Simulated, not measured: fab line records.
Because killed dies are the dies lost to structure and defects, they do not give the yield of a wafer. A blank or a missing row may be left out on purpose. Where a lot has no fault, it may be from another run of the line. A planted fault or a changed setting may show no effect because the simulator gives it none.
The tool behind it: which one? -- flow gf180mcu -- Sampling: 14 lots, 42 wafers, 3 of 602 route steps

## WHAT EACH GAUGE READ, for each wafer
GF_V2_RS_MEAS_24: the measuring method here is four-point-probe.
lot,measured,on,V2_W_RS (ohm/sq)
L844,day 20 10:59,film metro-03,0.319 0.328 0.328
L846,day 21 10:29,film metro-02,0.320 0.327 0.321
L847,day 21 14:35,film metro-03,0.333 0.333 0.332
L849,day 22 06:17,film metro-03,0.332 0.328 0.329
L851,day 23 07:52,film metro-02,0.331 0.329 0.328
L852,day 23 20:05,film metro-03,0.332 0.330 0.326
L855,day 25 01:37,film metro-02,0.326 0.326 0.326
L857,day 25 22:35,film metro-02,0.321 0.327 0.321
L859,day 26 04:02,film metro-02,0.327 0.331 0.327
L863,day 27 04:31,film metro-01,0.326 0.320 0.324
L864,day 27 11:49,film metro-02,0.320 0.321 0.328
L865,day 27 21:05,film metro-01,0.327 0.332 0.327
L866,day 28 03:31,film metro-03,0.329 0.326 0.328
L867,day 28 07:19,film metro-02,0.326 0.330 0.327

## TOOL THAT RAN EACH LOT (tool first, then ch and the chambers of the sampled wafers, then the start)
lot,GF_V2_SPUTTER_22,GF_V2_CVD_23
L844,"pvd sputter-02, day 20 10:49","cvd w-02 ch 0,1, day 20 10:52"
L846,"pvd sputter-04, day 21 10:19","cvd w-02 ch 0,1, day 21 10:22"
L847,"pvd sputter-01, day 21 14:26","cvd w-01 ch 1, day 21 14:28"
L849,"pvd sputter-01, day 22 06:07","cvd w-01 ch 0,1, day 22 06:09"
L851,"pvd sputter-01, day 23 07:43","cvd w-01 ch 0,1, day 23 07:45"
L852,"pvd sputter-04, day 23 19:56","cvd w-01 ch 0,1, day 23 19:59"
L855,"pvd sputter-04, day 25 01:26","cvd w-01 ch 0,1, day 25 01:29"
L857,"pvd sputter-04, day 25 22:25","cvd w-02 ch 0,1, day 25 22:27"
L859,"pvd sputter-01, day 26 03:52","cvd w-02 ch 0,1, day 26 03:55"
L863,"pvd sputter-02, day 27 04:22","cvd w-02 ch 0,1, day 27 04:24"
L864,"pvd sputter-04, day 27 11:38","cvd w-02 ch 0,1, day 27 11:41"
L865,"pvd sputter-01, day 27 20:55","cvd w-01 ch 0,1, day 27 20:57"
L866,"pvd sputter-01, day 28 03:10","cvd w-01 ch 0,1, day 28 03:15"
L867,"pvd sputter-02, day 28 07:10","cvd w-01 ch 1, day 28 07:12"
- GF_V2_SPUTTER_22: material TiN, target thk 10 nm, time 40 s.
- GF_V2_CVD_23: deposits W, target thk 350 nm, time 104.94 s.

## WHAT THE TOOLS THEMSELVES READ (means of the sampled wafers that have a number; where no wafer has one, the mark that the record gives instead)
GF_V2_SPUTTER_22.
lot,tool,throttle valve pct (%)
L844,pvd sputter-02,30.1
L846,pvd sputter-04,29.9
L847,pvd sputter-01,29.4
L849,pvd sputter-01,29.3
L851,pvd sputter-01,29.4
L852,pvd sputter-04,30.6
L855,pvd sputter-04,30.6
L857,pvd sputter-04,30.3
L859,pvd sputter-01,28.5
L863,pvd sputter-02,31.0
L864,pvd sputter-04,30.4
L865,pvd sputter-01,28.3
L866,pvd sputter-01,28.6
L867,pvd sputter-02,30.6

GF_V2_CVD_23.
lot,tool,heater power w (W)
L844,cvd w-02,842
L846,cvd w-02,865
L847,cvd w-01,845
L849,cvd w-01,871
L851,cvd w-01,869
L852,cvd w-01,855
L855,cvd w-01,868
L857,cvd w-02,829
L859,cvd w-02,822
L863,cvd w-02,869
L864,cvd w-02,815
L865,cvd w-01,871
L866,cvd w-01,860
L867,cvd w-01,880

## THE ANSWER, worked out from the rows above alone
Rule: what is usual is taken from the lots themselves. The widest of any qualifying gaps counts: lots, ordered by their means at a reading, are off when they make up no more than a third of the lots, leave a main group of 4 or more, and stand apart from it by 3 or more times the standard deviation of that group's means. A main group whose means are all the same, to the digits that the tables above print for the reading, isn't used. A lot without any number at a reading at which 4 lots or more have one is off too. The other lots that the step has rows for count as sound. First the gauges in route order, then the tools' own readings, where a lot's mean is used as printed above. The first step at which some lot is off is used, and at that step the reading that is off furthest; a lot without a number counts as furthest.
Across all readings shown, no lot is off: no conclusion can be drawn from this.

## WHAT WAS PUT IN BY THE SIMULATOR
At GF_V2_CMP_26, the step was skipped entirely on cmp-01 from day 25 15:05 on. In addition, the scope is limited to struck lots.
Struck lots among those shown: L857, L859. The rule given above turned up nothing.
